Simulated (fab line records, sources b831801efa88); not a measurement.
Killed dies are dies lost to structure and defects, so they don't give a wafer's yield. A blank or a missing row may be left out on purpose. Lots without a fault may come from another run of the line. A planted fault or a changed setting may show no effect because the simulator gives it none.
Chamber matching | flow gf180mcu | GF_CONTACT_CMP_27 on cmp-02: 3 sister chambers
The step polishes, stops on SiO2, t overpolish 15 s, target thk 0 nm. 3 wafers are shown with their chamber, then 5 later ones without.

WAFERS WITH THEIR CHAMBER
wafer  | chamber | motor_current_A (A)
L982.1 | 2       | 12.2
L982.6 | 3       | 11.1
L983.5 | 1       | 10.2

WAFERS WITHOUT THEIR CHAMBER
wafer  | motor_current_A (A)
L987.2 | 10.3
L987.3 | 12.9
L988.2 | 10.5
L988.4 | 10.7
L988.6 | 13.0

WHICH CHAMBER EACH WENT THROUGH
wafer  | from the rows above     | in truth
L987.2 | can't be placed: 1 or 3 | 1
L987.3 | 2                       | 2
L988.2 | can't be placed: 1 or 3 | 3
L988.4 | can't be placed: 3 or 1 | 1
L988.6 | 2                       | 2
Placed correctly: 2 of 5. Can't be placed from these rows: 3 (the true chamber is among the candidates in 3). Placed wrongly: 0.
How it was worked out, from the rows above alone: a wafer's distance from a chamber is the root of the sum, over the readings, of the square of ((its reading less the chamber's mean) divided by the reading's scatter). The wafer belongs to the nearest chamber; if the next one is less than 2 further off, it can't be placed. A chamber's mean is the mean of its shown wafers. The scatter: with one shown wafer a chamber, the root of the mean of the squares of how far each hidden wafer lies from its nearest shown one.
